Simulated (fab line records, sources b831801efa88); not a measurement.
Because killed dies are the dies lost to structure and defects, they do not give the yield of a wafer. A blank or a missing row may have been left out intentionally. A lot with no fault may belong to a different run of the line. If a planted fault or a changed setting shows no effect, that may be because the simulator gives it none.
fab line records    flow sky130
record lots=5  wafers=15  last_day=50
route steps=708 shown PWDE@48 NWELL@56 PAD_OPEN@708
lots that met no fault: from a run of the same line without faults
start_h: hours from the record's opening day to when the first of the lot's shown wafers began    wait_h: time in hours since the lot's previous step    " repeats the value in the row above    L1.1+2: a single row standing in for several wafers    - no value, or no start given    * or withheld: withheld    < > ~ a bound
route shown NAME@n: NAME is a module with steps in the file, n the number in the route of the first one    usual: average and standard deviation across the fault-free wafers    same: alike in all rows    chamber/n: place in a boat    sites: each site's reading    _std_site: standard deviation of those values    _edge_site: inner sites' mean taken away from outer sites' mean    radius_mm: how far each site lies from the wafer's centre    mask NAME#n: copy n    behind: the tool/chamber that last shaped the wafer    hold: the reason the lot was held/the length of the hold in hours/how it ended    device: the n, p or np transistor that did not switch    end of line: at the end of the route, the tests of the same wafers    a step given without rows: its recipe and nothing more    killed: at the first sort, the dies lost to defects and structure; wafer yield is something else    map: per-die view of a wafer (x killed, . not killed, _ where there is no die)
set.NAME: the setting that was run; set.NAME@STEP: the one run at that earlier step    model.NAME: the simulator's own value behind a step, which no gauge read
lots at selected steps of the route; one table per step, one row per wafer
services: a tool's chamber out of use, with start hour (start_h, from the record's first day; less than 0 if before it), hours out, and reason
## steps
# step SKY_PWDE_SOFTBAKE_03
# recipe temp_c=110  time_s=withheld
# step SKY_PWDE_EXPOSE_04
# recipe mask_id=PWDEM  na=0.6  source_shape=conventional  sigma_outer=0.6  polarization=unpolarized  target_cd_nm=840  dose_mj=214
# step SKY_PWDE_PEB_05
# recipe temp_c=115  time_s=withheld
# step SKY_PWDE_DEVELOP_06
# recipe wall_angle_deg=90  developer=TMAH  develop_time_s=60  dev_temp_c=23
# step SKY_PWDE_OVL_MEAS_07
# usual PWDE_OVL=0.5/1.3
lot.wafer  tool        chamber  start_h  wait_h  PWDE_OVL[nm]
L938.3     overlay-02  -        72.10    -       0.5
L938.4     "           -        "        "       1.0
L938.6     "           -        "        "       1.5
L947.1     overlay-02  -        124.74   -       1.6
L947.4     "           -        "        "       1.6
L947.5     "           -        "        "       0.5
L954.2     overlay-02  -        178.02   -       -0.1
L954.4     "           -        "        "       1.7
L954.5     "           -        "        "       -1.7
L956.2     overlay-02  -        184.54   -       1.3
L956.3     "           -        "        "       1.0
L956.5     "           -        "        "       2.1
L959.4     overlay-01  -        199.15   -       1.1
L959.5     "           -        "        "       1.0
L959.6     "           -        "        "       2.7
# step SKY_PWDE_IMPLANT_08
# recipe species=B  energy_kev=150  dose_cm2=3.6e+12  tilt_deg=withheld
# step SKY_PWDE_STRIP_09
# recipe chemistry=O2/N2  power_w=1400  pressure_mtorr=1500  platen_temp_c=withheld  o2_flow_sccm=3000  n2_flow_sccm=300  overash_fraction=0.5
# usual chamber_pressure_mTorr=1499.9/1.3  drypump_motor_current_A=5.6/0.42  oes_product_au=0.723/0.0048  strip_time_to_endpoint_s=36.99/0.12
# same overash_fraction=0.5
lot.wafer  tool             chamber  start_h  wait_h  chamber_pressure_mTorr  drypump_motor_current_A  oes_product_au  rf_hours_counter_h  strip_time_to_endpoint_s
L938.3     plasma_asher-03  1        72.31    0.1     1500.7                  5.8                      0.718           -                   36.97
L938.4     "                0        "        "       1499.3                  5.8                      0.727           -                   36.95
L938.6     "                0        "        "       1501.3                  5.8                      0.722           -                   36.97
L947.1     plasma_asher-02  1        124.92   0.1     1500.5                  6.0                      0.723           1                   36.97
L947.4     "                1        "        "       1499.7                  6.0                      0.727           -                   37.07
L947.5     "                1        "        "       1501.2                  6.0                      0.732           -                   37.23
L954.2     plasma_asher-01  0        178.20   0.1     1499.4                  5.6                      0.719           49                  37.08
L954.4     "                1        "        "       1499.2                  4.9                      0.724           -                   37.09
L954.5     "                0        "        "       1499.5                  5.6                      0.725           -                   37.03
L956.2     plasma_asher-01  1        184.72   0.1     1501.2                  4.9                      0.721           49                  37.09
L956.3     "                0        "        "       1499.2                  5.6                      0.724           -                   37.10
L956.5     "                1        "        "       1498.7                  4.8                      0.724           -                   37.00
L959.4     plasma_asher-02  1        199.35   0.1     1500.5                  6.0                      0.718           -                   36.97
L959.5     "                0        "        "       1498.7                  6.0                      0.726           -                   37.04
L959.6     "                1        "        "       1500.2                  6.0                      0.723           -                   37.00
# step SKY_PWDE_TW_MEAS_10
# usual PWDE_TW=371/3.1
lot.wafer  tool           chamber  start_h  wait_h  PWDE_TW
L938.3     film_metro-04  -        72.39    0.1     369
L938.4     "              -        "        "       369
L938.6     "              -        "        "       368
L947.1     film_metro-04  -        125.02   0.1     370
L947.4     "              -        "        "       371
L947.5     "              -        "        "       371
L954.2     film_metro-03  -        178.31   0.1     370
L954.4     "              -        "        "       370
L954.5     "              -        "        "       368
L956.2     film_metro-03  -        184.83   0.1     369
L956.3     "              -        "        "       367
L956.5     "              -        "        "       370
L959.4     film_metro-03  -        199.45   0.1     366
L959.5     "              -        "        "       366
L959.6     "              -        "        "       366
# step SKY_NWELL_DEHYDRATE_03
# recipe temp_c=200  time_s=60
# step SKY_NWELL_HMDS_04
# recipe prime_time_s=61.59  prime_temp_c=120
# step SKY_NWELL_COAT_05
# recipe spin_rpm=2000  resist_thk_nm=3000
# step SKY_NWELL_SOFTBAKE_06
# recipe temp_c=110  time_s=withheld
# step SKY_NWELL_EXPOSE_07
# recipe mask_id=NWM  na=0.6  source_shape=conventional  sigma_outer=0.6  polarization=unpolarized  target_cd_nm=840  dose_mj=255
lot.wafer   tool              chamber  start_h  wait_h  mask
L938.3+4+6  iline_stepper-02  0        81.00    -       NWM#0
L947.1+4+5  iline_stepper-01  0        133.80   -       HVTPM#0
L954.2+4+5  iline_stepper-01  0        189.07   -       NWM#0
L956.2+3+5  iline_stepper-02  0        195.49   -       NWM#0
L959.4+5+6  iline_stepper-01  0        210.73   -       NWM#0
# step SKY_NWELL_PEB_08
# recipe temp_c=115  time_s=withheld
# step SKY_NWELL_DEVELOP_09
# recipe wall_angle_deg=90  developer=TMAH  develop_time_s=60  dev_temp_c=23
# step SKY_NWELL_OVL_MEAS_10
# usual NWELL_00_OVL=0.1/1.3
lot.wafer  tool        chamber  start_h  wait_h  NWELL_00_OVL[nm]
L938.3     overlay-01  -        89.34    -       -1.0
L938.4     "           -        "        "       -1.6
L938.6     "           -        "        "       -1.4
L947.1     overlay-02  -        142.62   -       -
L947.4     "           -        "        "       -
L947.5     "           -        "        "       -
L954.2     overlay-02  -        198.87   -       -0.6
L954.4     "           -        "        "       1.5
L954.5     "           -        "        "       1.8
L956.2     overlay-01  -        205.98   -       0.8
L956.3     "           -        "        "       0.2
L956.5     "           -        "        "       1.2
L959.4     overlay-01  -        221.50   -       1.7
L959.5     "           -        "        "       -1.5
L959.6     "           -        "        "       1.3
# step SKY_NWELL_IMPLANT_11
# recipe species=P  energy_kev=400  dose_cm2=1.9e+13  tilt_deg=withheld
# step SKY_NWELL_IMPLANT_12
# recipe species=P  energy_kev=120  dose_cm2=1.3e+12  tilt_deg=withheld
# step SKY_NWELL_IMPLANT_13
# recipe species=P  energy_kev=50  dose_cm2=7e+11  tilt_deg=withheld
# step SKY_NWELL_STRIP_14
# recipe chemistry=O2/N2  power_w=1400  pressure_mtorr=1500  platen_temp_c=withheld  o2_flow_sccm=3000  n2_flow_sccm=300  overash_fraction=0.5
# usual chamber_pressure_mTorr=1499.7/1.4  drypump_motor_current_A=5.76/0.26  oes_product_au=0.722/0.0043  strip_time_to_endpoint_s=37.02/0.11
# same overash_fraction=0.5
lot.wafer  tool             chamber  start_h  wait_h  chamber_pressure_mTorr  drypump_motor_current_A  oes_product_au  rf_hours_counter_h  strip_time_to_endpoint_s
L938.3     plasma_asher-02  0        89.84    0.1     1500.2                  5.99                     0.722           -                   36.92
L938.4     "                1        "        "       1501.7                  6.02                     0.726           -                   36.97
L938.6     "                0        "        "       1498.5                  5.99                     0.723           -                   37.02
L947.1     plasma_asher-04  1        143.11   0.1     1499.2                  5.27                     0.721           47                  36.91
L947.4     "                1        "        "       1498.5                  5.29                     0.719           -                   36.98
L947.5     "                1        "        "       1500.5                  5.30                     0.718           -                   36.99
L954.2     plasma_asher-03  0        199.35   0.1     1500.6                  5.86                     0.726           38                  36.95
L954.4     "                1        "        "       1499.9                  5.74                     0.714           -                   37.01
L954.5     "                0        "        "       1499.9                  5.87                     0.724           -                   36.87
L956.2     plasma_asher-03  1        206.46   0.1     1498.7                  5.73                     0.724           38                  36.89
L956.3     "                1        "        "       1500.6                  5.76                     0.724           -                   36.98
L956.5     "                0        "        "       1498.3                  5.87                     0.725           -                   36.98
L959.4     plasma_asher-03  0        222.01   0.1     1501.6                  5.83                     0.723           -                   37.10
L959.5     "                1        "        "       1500.2                  5.76                     0.725           -                   36.99
L959.6     "                0        "        "       1497.6                  5.82                     0.723           -                   37.00
# step SKY_NWELL_TW_MEAS_15
# usual NWELL_TW=1808/18
lot.wafer  tool           chamber  start_h  wait_h  NWELL_TW
L938.3     film_metro-01  -        89.93    0.1     1827
L938.4     "              -        "        "       1817
L938.6     "              -        "        "       1821
L947.1     film_metro-04  -        143.21   0.1     30
L947.4     "              -        "        "       30
L947.5     "              -        "        "       30
L954.2     film_metro-04  -        199.46   0.1     1793
L954.4     "              -        "        "       1796
L954.5     "              -        "        "       1785
L956.2     film_metro-01  -        206.57   0.1     1845
L956.3     "              -        "        "       1838
L956.5     "              -        "        "       1844
L959.4     film_metro-03  -        222.10   0.1     1794
L959.5     "              -        "        "       1802
L959.6     "              -        "        "       1808
# step SKY_NWELL_DEHYDRATE_16
# recipe temp_c=200  time_s=60
# step SKY_PAD_OPEN_PROBE_99
# usual killed_at_M0_to_M3=43/6.2  killed_at_M4_up=2.8/1.7  killed_at_contacts=24/4.8  killed_at_front_end=15/4.3  killed_at_other=0.3/0.55  killed_dies=85/8.4  killed_on_rim=17/3.8  killed_open=46/6.7  killed_short=38/6.2
# same gross_dies=492  killed_at_back_side=0
lot.wafer  tool       chamber  start_h  wait_h  killed_at_M0_to_M3  killed_at_M4_up  killed_at_contacts  killed_at_front_end  killed_at_other  killed_dies  killed_on_rim  killed_open  killed_short
L947.1     prober-01  -        1131.60  0.1     43                  1                29                  419                  0                492          96             50           35
L947.4     prober-01  -        1131.75  0.2     43                  4                19                  426                  0                492          96             41           41
L947.5     prober-01  -        1131.80  0.2     47                  3                20                  422                  0                492          96             39           40
L956.2     prober-01  -        1193.64  0.1     47                  1                30                  23                   0                101          21             52           49
L956.3     prober-01  -        1193.69  0.2     37                  2                18                  15                   0                72           18             38           30
L956.5     prober-01  -        1193.79  0.2     38                  0                19                  18                   0                75           15             44           30
L959.4     prober-01  -        1202.95  0.2     54                  7                23                  17                   0                101          17             56           45
L959.5     prober-01  -        1203.00  0.2     44                  1                19                  20                   1                85           15             44           41
L959.6     prober-01  -        1203.05  0.2     37                  4                24                  13                   0                78           13             41           37
# killed by level:class
L947.1 NWELL:area_expose=407 CONTACT:geometric_particle:open=13 VIA1:geometric_particle:open=9 VIA2:geometric_particle:open=8 LI_CONTACT:geometric_particle:open=7 VIA1:geometric_particle:short=5 METAL1:geometric_particle:short=5 METAL2:geometric_particle:short=5
L947.4 NWELL:area_expose=409 VIA1:geometric_particle:open=11 VIA1:geometric_particle:short=7 POLY_GATE:geometric_particle:open=5 METAL1:geometric_particle:short=5 VIA2:geometric_particle:open=5 FIELD_ISO:geometric_particle:open=4 FIELD_ISO:geometric_particle:short=4
L947.5 NWELL:area_expose=413 VIA3:geometric_particle:open=9 CONTACT:geometric_particle:open=8 VIA1:geometric_particle:open=8 CONTACT:geometric_particle:short=6 VIA1:geometric_particle:short=5 VIA2:geometric_particle:open=5 METAL3:geometric_particle:short=5
L956.2 LI_CONTACT:geometric_particle:open=10 VIA3:geometric_particle:open=10 VIA1:geometric_particle:open=8 FIELD_ISO:geometric_particle:open=6 CONTACT:geometric_particle:open=6 METAL1:geometric_particle:short=6 METAL3:geometric_particle:short=6 LI_CONTACT:geometric_particle:short=5
L956.3 VIA1:geometric_particle:open=9 POLY_GATE:geometric_particle:open=6 CONTACT:geometric_particle:open=6 METAL1:geometric_particle:short=6 VIA3:geometric_particle:open=5 LI_CONTACT:geometric_particle:open=4 VIA2:geometric_particle:short=4 VIA2:geometric_particle:open=4
L956.5 VIA3:geometric_particle:open=9 VIA1:geometric_particle:open=8 LI_CONTACT:geometric_particle:open=6 CONTACT:geometric_particle:open=5 METAL1:geometric_particle:short=5 VIA2:geometric_particle:open=5 FIELD_ISO:geometric_particle:open=4 SPACER:geometric_particle:short=4
L959.4 VIA2:geometric_particle:open=16 METAL1:geometric_particle:short=10 VIA3:geometric_particle:open=8 LI_CONTACT:geometric_particle:open=7 VIA1:geometric_particle:open=7 METAL4:geometric_particle:short=6 FIELD_ISO:geometric_particle:open=5 CONTACT:geometric_particle:short=5
L959.5 CONTACT:geometric_particle:open=9 VIA3:geometric_particle:open=9 VIA1:geometric_particle:open=8 FIELD_ISO:geometric_particle:short=7 FIELD_ISO:geometric_particle:open=6 METAL1:geometric_particle:short=6 VIA3:geometric_particle:short=5 LI_CONTACT:geometric_particle:open=4
L959.6 LI_CONTACT:geometric_particle:open=10 METAL2:geometric_particle:short=9 CONTACT:geometric_particle:open=8 VIA2:geometric_particle:open=8 POLY_GATE:geometric_particle:short=5 VIA1:geometric_particle:open=5 METAL1:geometric_particle:short=4 POLY_GATE:geometric_particle:open=3
# map L947.1 (x killed, . not)
__________xxxxxxxxxx_________
________xxxxxxxxxxxxxx_______
______xxxxxxxxxxxxxxxxxx_____
_____xxxxxxxxxxxxxxxxxxxx____
____xxxxxxxxxxxxxxxxxxxxxx___
___xxxxxxxxxxxxxxxxxxxxxxxx__
__xxxxxxxxxxxxxxxxxxxxxxxxxx_
_xxxxxxxxxxxxxxxxxxxxxxxxxxxx
_xxxxxxxxxxxxxxxxxxxxxxxxxxxx
_xxxxxxxxxxxxxxxxxxxxxxxxxxxx
_xxxxxxxxxxxxxxxxxxxxxxxxxxxx
_xxxxxxxxxxxxxxxxxxxxxxxxxxxx
_xxxxxxxxxxxxxxxxxxxxxxxxxxxx
_xxxxxxxxxxxxxxxxxxxxxxxxxxxx
_xxxxxxxxxxxxxxxxxxxxxxxxxxxx
__xxxxxxxxxxxxxxxxxxxxxxxxxx_
___xxxxxxxxxxxxxxxxxxxxxxxx__
____xxxxxxxxxxxxxxxxxxxxxx___
_____xxxxxxxxxxxxxxxxxxxx____
______xxxxxxxxxxxxxxxxxx_____
________xxxxxxxxxxxxxx_______
__________xxxxxxxxxx_________
# map L959.4 (x killed, . not)
__________......xx.._________
________..x.......x..._______
______....x............._____
_____........x.xxx....xx.____
____...x.x......x.x.......___
___x...x.............x.x..x__
__.....x........x.......xxx._
_..x..xx..x........x......x..
_x.x....x.x..x....x....x..x..
_.x...x...........xx.........
_...x..x.x........x...x......
_.x.....x..x.................
_x........x.....xx.xx.x.x...x
_x.....x..xx...x.x.......x...
_..xx....x.......xx....x...x.
__x....x...xx..x......x....._
___......x......xx......x..__
____..x..........x.x......___
_____.xxxx.x....xx.x.....____
______......x......x..xx_____
________.x........x..._______
__________.........._________
## services
tool              chamber  start_h  hours  kind
iline_stepper-01  -        60.52    1.5    repair
iline_stepper-02  -        62.03    1.7    pm
iline_stepper-01  -        64.88    -      calibration
iline_stepper-02  -        72.06    7.8    repair
plasma_asher-02   -        108.82   9.0    pm
plasma_asher-02   0        108.82   9.0    vent_cycle
plasma_asher-02   1        108.82   9.0    vent_cycle
plasma_asher-02   0        117.82   -      clean
plasma_asher-02   1        117.82   -      clean
iline_stepper-02  -        145.31   2.4    repair
iline_stepper-02  0        161.44   -      calibration
plasma_asher-04   -        180.69   1.7    repair
iline_stepper-02  -        191.80   2.1    pm
iline_stepper-02  -        193.89   -      consumable_replace:lamp
plasma_asher-01   -        199.77   3.3    repair
plasma_asher-03   -        201.46   2.2    repair
iline_stepper-01  -        208.71   1.7    pm
## key
first_sign step=SKY_NWELL_EXPOSE_07  reading=mask  direction=changed
effect step=SKY_NWELL_OVL_MEAS_10  reading=NWELL_00_OVL  direction=missing
effect step=SKY_NWELL_TW_MEAS_15  reading=NWELL_TW  direction=down  sigmas=99  usual=1808  struck=30
effect step=SKY_PAD_OPEN_PROBE_99  reading=killed_at_front_end  direction=up  sigmas=96  usual=15  struck=422
more_kills_born_at SKY_NWELL_EXPOSE_07@iline_stepper-01=1229
met_at SKY_NWELL_EXPOSE_07
struck_wafers L947.1,L947.4,L947.5
tester_left_out L947
fault kind=wrong_mask  tool=any  chamber=-  onset_h=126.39  steps=SKY_NWELL_EXPOSE_07  aux_copy=HVTPM#0  scope=struck_lots_only
# tester_left_out: of these lots the tester's yield and bins aren't shown, on N5 and GAA mostly nor the transistor test; their killed dies are dies lost to structure and defects alone, not to doping, threshold or leakage, so they don't give the yield
